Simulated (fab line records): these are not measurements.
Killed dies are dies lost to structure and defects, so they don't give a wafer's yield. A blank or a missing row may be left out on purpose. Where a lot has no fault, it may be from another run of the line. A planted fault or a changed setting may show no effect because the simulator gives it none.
The tool behind it: which one? / flow gf180mcu / 13 lots with 39 wafers sampled at 5 steps, on a route of 602 steps

## WHAT THE GAUGES READ, wafer by wafer
GF_POLY_GATE_THK_MEAS_01. Usual: POLY_GATE_CVD_00_THK gives 200.3 nm (standard deviation 1.9).
lot=L211; measured=day 8 12:40; on=film_metro-01; POLY_GATE_CVD_00_THK (nm)=203.3 201.4 202.6; flag=
lot=L212; measured=day 8 22:02; on=film_metro-04; POLY_GATE_CVD_00_THK (nm)=201.5 203.1 202.4; flag=
lot=L213; measured=day 8 23:26; on=film_metro-02; POLY_GATE_CVD_00_THK (nm)=200.7 202.1 201.2; flag=
lot=L214; measured=day 9 04:52; on=film_metro-04; POLY_GATE_CVD_00_THK (nm)=200.3 199.6 199.5; flag=
lot=L217; measured=day 9 22:41; on=film_metro-02; POLY_GATE_CVD_00_THK (nm)=200.0 201.2 201.0; flag=
lot=L218; measured=day 10 04:23; on=film_metro-04; POLY_GATE_CVD_00_THK (nm)=201.9 201.5 201.3; flag=
lot=L219; measured=day 10 14:06; on=film_metro-04; POLY_GATE_CVD_00_THK (nm)=201.0 202.1 200.2; flag=
lot=L220; measured=day 11 01:47; on=film_metro-01; POLY_GATE_CVD_00_THK (nm)=199.7 197.6 197.5; flag=
lot=L222; measured=day 11 16:20; on=film_metro-01; POLY_GATE_CVD_00_THK (nm)=199.7 198.8 201.4; flag=
lot=L228; measured=day 13 05:11; on=film_metro-01; POLY_GATE_CVD_00_THK (nm)=300.9 299.9 302.5; flag=OFF
lot=L230; measured=day 13 22:52; on=film_metro-01; POLY_GATE_CVD_00_THK (nm)=301.4 300.9 303.3; flag=OFF
lot=L232; measured=day 15 05:13; on=film_metro-04; POLY_GATE_CVD_00_THK (nm)=200.0 198.2 199.5; flag=
lot=L233; measured=day 15 08:44; on=film_metro-02; POLY_GATE_CVD_00_THK (nm)=197.1 195.0 195.5; flag=

GF_HV_LDD_TW_MEAS_11. Usual: HV_LDD_TW gives 2408 (standard deviation 31).
lot=L211; measured=day 10 00:01; on=film_metro-03; HV_LDD_TW=2455 2470 2458; flag=
lot=L212; measured=day 10 11:11; on=film_metro-03; HV_LDD_TW=2460 2467 2466; flag=
lot=L213; measured=day 10 12:49; on=film_metro-03; HV_LDD_TW=2453 2454 2474; flag=
lot=L214; measured=day 10 20:08; on=film_metro-02; HV_LDD_TW=2378 2374 2379; flag=
lot=L217; measured=day 11 17:35; on=film_metro-04; HV_LDD_TW=2432 2415 2418; flag=
lot=L218; measured=day 11 23:22; on=film_metro-02; HV_LDD_TW=2391 2392 2391; flag=
lot=L219; measured=day 12 06:02; on=film_metro-04; HV_LDD_TW=2416 2413 2410; flag=
lot=L220; measured=day 12 17:07; on=film_metro-02; HV_LDD_TW=2384 2378 2376; flag=
lot=L222; measured=day 13 08:47; on=film_metro-04; HV_LDD_TW=2401 2394 2403; flag=
lot=L232; measured=day 17 03:58; on=film_metro-03; HV_LDD_TW=2438 2443 2424; flag=
lot=L233; measured=day 17 07:46; on=film_metro-02; HV_LDD_TW=2371 2376 2371; flag=

## TOOL THAT RAN EACH LOT (tool first, then ch and the chambers of the sampled wafers, then the start)
lot=L211; GF_POLY_GATE_CVD_00=lpcvd-02 ch 0, day 8 11:20; GF_POLY_GATE_ETCH_12=rie_diel-01 ch 0,1,2, day 9 04:55; GF_POLY_GATE_STRIP_14=plasma_asher-02 ch 0,1, day 9 05:01
lot=L212; GF_POLY_GATE_CVD_00=lpcvd-01 ch 1, day 8 20:41; GF_POLY_GATE_ETCH_12=rie_diel-01 ch 2,3, day 9 15:05; GF_POLY_GATE_STRIP_14=plasma_asher-03 ch 0,1, day 9 15:13
lot=L213; GF_POLY_GATE_CVD_00=lpcvd-01 ch 0, day 8 22:05; GF_POLY_GATE_ETCH_12=rie_diel-02 ch 0,1,3, day 9 17:02; GF_POLY_GATE_STRIP_14=plasma_asher-01 ch 0,1, day 9 17:08
lot=L214; GF_POLY_GATE_CVD_00=lpcvd-01 ch 0, day 9 03:31; GF_POLY_GATE_ETCH_12=rie_diel-04 ch 0,2, day 9 22:31; GF_POLY_GATE_STRIP_14=plasma_asher-01 ch 0,1, day 9 22:39
lot=L217; GF_POLY_GATE_CVD_00=lpcvd-02 ch 1, day 9 21:20; GF_POLY_GATE_ETCH_12=rie_diel-01 ch 0,1,2, day 10 16:37; GF_POLY_GATE_STRIP_14=plasma_asher-03 ch 0,1, day 10 16:43
lot=L218; GF_POLY_GATE_CVD_00=lpcvd-01 ch 0, day 10 03:04; GF_POLY_GATE_ETCH_12=rie_diel-04 ch 1,2,3, day 10 22:46; GF_POLY_GATE_STRIP_14=plasma_asher-03 ch 0,1, day 10 22:52
lot=L219; GF_POLY_GATE_CVD_00=lpcvd-02 ch 1, day 10 12:46; GF_POLY_GATE_ETCH_12=rie_diel-04 ch 2,3, day 11 08:01; GF_POLY_GATE_STRIP_14=plasma_asher-01 ch 0,1, day 11 08:07
lot=L220; GF_POLY_GATE_CVD_00=lpcvd-01 ch 1, day 10 23:47; GF_POLY_GATE_ETCH_12=rie_diel-04 ch 1,2,3, day 11 19:50; GF_POLY_GATE_STRIP_14=plasma_asher-02 ch 1, day 11 19:56
lot=L222; GF_POLY_GATE_CVD_00=lpcvd-02 ch 0, day 11 14:19; GF_POLY_GATE_ETCH_12=rie_diel-02 ch 0,1,2, day 12 11:25; GF_POLY_GATE_STRIP_14=plasma_asher-02 ch 0,1, day 12 11:33
lot=L228; GF_POLY_GATE_CVD_00=lpcvd-02 ch 1, day 13 03:50; GF_POLY_GATE_ETCH_12=rie_diel-04 ch 0,2,3, day 14 01:52; GF_POLY_GATE_STRIP_14=plasma_asher-02 ch 0,1, day 14 01:58
lot=L230; GF_POLY_GATE_CVD_00=lpcvd-02 ch 1, day 13 21:32; GF_POLY_GATE_ETCH_12=rie_diel-01 ch 0,1,2, day 14 19:40; GF_POLY_GATE_STRIP_14=plasma_asher-01 ch 0,1, day 14 19:46
lot=L232; GF_POLY_GATE_CVD_00=lpcvd-01 ch 0, day 15 03:52; GF_POLY_GATE_ETCH_12=rie_diel-04 ch 0,1,3, day 16 03:01; GF_POLY_GATE_STRIP_14=plasma_asher-01 ch 0,1, day 16 03:07
lot=L233; GF_POLY_GATE_CVD_00=lpcvd-01 ch 0, day 15 07:24; GF_POLY_GATE_ETCH_12=rie_diel-01 ch 0,2,3, day 16 06:28; GF_POLY_GATE_STRIP_14=plasma_asher-02 ch 0,1, day 16 06:34
- GF_POLY_GATE_CVD_00: deposits poly-Si, target thk 200 nm, time 1200 s.
- GF_POLY_GATE_ETCH_12: etches BARC in N2/H2.
- GF_POLY_GATE_STRIP_14: strips in O2/N2.

## AS READ BY THE TOOLS THEMSELVES (means over the sampled wafers that have a number; for cases with no such wafer, the mark the record gives instead)
GF_POLY_GATE_CVD_00. Usual: spike_tc_top_C at 637 C, with a standard deviation of 3.1.
lot=L211; tool=lpcvd-02; spike_tc_top_C (C)=635; flag=
lot=L212; tool=lpcvd-01; spike_tc_top_C (C)=632; flag=
lot=L213; tool=lpcvd-01; spike_tc_top_C (C)=641; flag=
lot=L214; tool=lpcvd-01; spike_tc_top_C (C)=641; flag=
lot=L217; tool=lpcvd-02; spike_tc_top_C (C)=637; flag=
lot=L218; tool=lpcvd-01; spike_tc_top_C (C)=641; flag=
lot=L219; tool=lpcvd-02; spike_tc_top_C (C)=636; flag=
lot=L220; tool=lpcvd-01; spike_tc_top_C (C)=634; flag=
lot=L222; tool=lpcvd-02; spike_tc_top_C (C)=636; flag=
lot=L228; tool=lpcvd-02; spike_tc_top_C (C)=637; flag=
lot=L230; tool=lpcvd-02; spike_tc_top_C (C)=637; flag=
lot=L232; tool=lpcvd-01; spike_tc_top_C (C)=641; flag=
lot=L233; tool=lpcvd-01; spike_tc_top_C (C)=641; flag=

GF_POLY_GATE_ETCH_12. Usual: bias_w 100.05 W, standard deviation 0.3; drypump_motor_current_A 5.7 A, standard deviation 0.55; oes_product_au 0.735 a.u., standard deviation 0.0045; throttle_valve_pct 13.214 %, standard deviation 0.011.
lot=L211; tool=rie_diel-01; bias_w (W)=99.90; drypump_motor_current_A (A)=5.4; oes_product_au (a.u.)=0.735; throttle_valve_pct (%)=13.210; flag=
lot=L212; tool=rie_diel-01; bias_w (W)=99.98; drypump_motor_current_A (A)=6.3; oes_product_au (a.u.)=0.732; throttle_valve_pct (%)=13.223; flag=
lot=L213; tool=rie_diel-02; bias_w (W)=100.16; drypump_motor_current_A (A)=5.7; oes_product_au (a.u.)=0.735; throttle_valve_pct (%)=13.213; flag=
lot=L214; tool=rie_diel-04; bias_w (W)=100.09; drypump_motor_current_A (A)=5.9; oes_product_au (a.u.)=0.733; throttle_valve_pct (%)=13.207; flag=
lot=L217; tool=rie_diel-01; bias_w (W)=100.18; drypump_motor_current_A (A)=5.4; oes_product_au (a.u.)=0.734; throttle_valve_pct (%)=13.215; flag=
lot=L218; tool=rie_diel-04; bias_w (W)=100.08; drypump_motor_current_A (A)=5.8; oes_product_au (a.u.)=0.736; throttle_valve_pct (%)=13.216; flag=
lot=L219; tool=rie_diel-04; bias_w (W)=99.96; drypump_motor_current_A (A)=5.9; oes_product_au (a.u.)=0.733; throttle_valve_pct (%)=13.208; flag=
lot=L220; tool=rie_diel-04; bias_w (W)=100.01; drypump_motor_current_A (A)=5.8; oes_product_au (a.u.)=0.731; throttle_valve_pct (%)=13.217; flag=
lot=L222; tool=rie_diel-02; bias_w (W)=99.96; drypump_motor_current_A (A)=5.9; oes_product_au (a.u.)=0.737; throttle_valve_pct (%)=13.210; flag=
lot=L228; tool=rie_diel-04; bias_w (W)=100.18; drypump_motor_current_A (A)=5.8; oes_product_au (a.u.)=0.736; throttle_valve_pct (%)=13.211; flag=
lot=L230; tool=rie_diel-01; bias_w (W)=100.13; drypump_motor_current_A (A)=5.4; oes_product_au (a.u.)=0.734; throttle_valve_pct (%)=13.210; flag=
lot=L232; tool=rie_diel-04; bias_w (W)=100.19; drypump_motor_current_A (A)=5.6; oes_product_au (a.u.)=0.726; throttle_valve_pct (%)=13.214; flag=
lot=L233; tool=rie_diel-01; bias_w (W)=100.14; drypump_motor_current_A (A)=6.0; oes_product_au (a.u.)=0.738; throttle_valve_pct (%)=13.211; flag=

GF_POLY_GATE_STRIP_14. Usual: drypump_motor_current_A 5.6 A, standard deviation 0.42; heater_power_w 344 W, standard deviation 21; oes_product_au 0.501 a.u., standard deviation 0.0043.
lot=L211; tool=plasma_asher-02; drypump_motor_current_A (A)=5.7; heater_power_w (W)=362; oes_product_au (a.u.)=0.498; flag=
lot=L212; tool=plasma_asher-03; drypump_motor_current_A (A)=5.4; heater_power_w (W)=336; oes_product_au (a.u.)=0.501; flag=
lot=L213; tool=plasma_asher-01; drypump_motor_current_A (A)=5.4; heater_power_w (W)=319; oes_product_au (a.u.)=0.502; flag=
lot=L214; tool=plasma_asher-01; drypump_motor_current_A (A)=5.1; heater_power_w (W)=323; oes_product_au (a.u.)=0.501; flag=
lot=L217; tool=plasma_asher-03; drypump_motor_current_A (A)=5.8; heater_power_w (W)=335; oes_product_au (a.u.)=0.497; flag=
lot=L218; tool=plasma_asher-03; drypump_motor_current_A (A)=5.8; heater_power_w (W)=336; oes_product_au (a.u.)=0.501; flag=
lot=L219; tool=plasma_asher-01; drypump_motor_current_A (A)=5.2; heater_power_w (W)=329; oes_product_au (a.u.)=0.502; flag=
lot=L220; tool=plasma_asher-02; drypump_motor_current_A (A)=5.5; heater_power_w (W)=371; oes_product_au (a.u.)=0.497; flag=
lot=L222; tool=plasma_asher-02; drypump_motor_current_A (A)=5.6; heater_power_w (W)=372; oes_product_au (a.u.)=0.500; flag=
lot=L228; tool=plasma_asher-02; drypump_motor_current_A (A)=5.6; heater_power_w (W)=368; oes_product_au (a.u.)=0.497; flag=
lot=L230; tool=plasma_asher-01; drypump_motor_current_A (A)=5.2; heater_power_w (W)=331; oes_product_au (a.u.)=0.503; flag=
lot=L232; tool=plasma_asher-01; drypump_motor_current_A (A)=5.2; heater_power_w (W)=327; oes_product_au (a.u.)=0.498; flag=
lot=L233; tool=plasma_asher-02; drypump_motor_current_A (A)=5.6; heater_power_w (W)=368; oes_product_au (a.u.)=0.501; flag=

## THE ANSWER, worked out from the rows above alone
Rule: take the mean of a lot's wafers that have a number; if it is more than 3 standard deviations from the usual mean, the lot is off. A lot without any number at a reading at which 4 lots or more have one is off too. The other lots that the step has rows for count as sound. After the gauges, taken in route order, come the tools' own readings; for these a lot's mean is taken, as printed above. The first step at which some lot is off is used, and at that step the reading that is off furthest; a lot without a number counts as furthest.
Off: at GF_POLY_GATE_THK_MEAS_01 (POLY_GATE_CVD_00_THK), L228, L230.
A tool fits if, at a process step before that reading, it ran every lot that is off, and no sound lot after the first of them. Gauges at GF_POLY_GATE_THK_MEAS_01: tried the same way as those tools. This does not decide it: 2 tools fit, namely lpcvd-02 at GF_POLY_GATE_CVD_00 and film_metro-01 at GF_POLY_GATE_THK_MEAS_01.

## WHAT WAS PUT IN BY THE SIMULATOR
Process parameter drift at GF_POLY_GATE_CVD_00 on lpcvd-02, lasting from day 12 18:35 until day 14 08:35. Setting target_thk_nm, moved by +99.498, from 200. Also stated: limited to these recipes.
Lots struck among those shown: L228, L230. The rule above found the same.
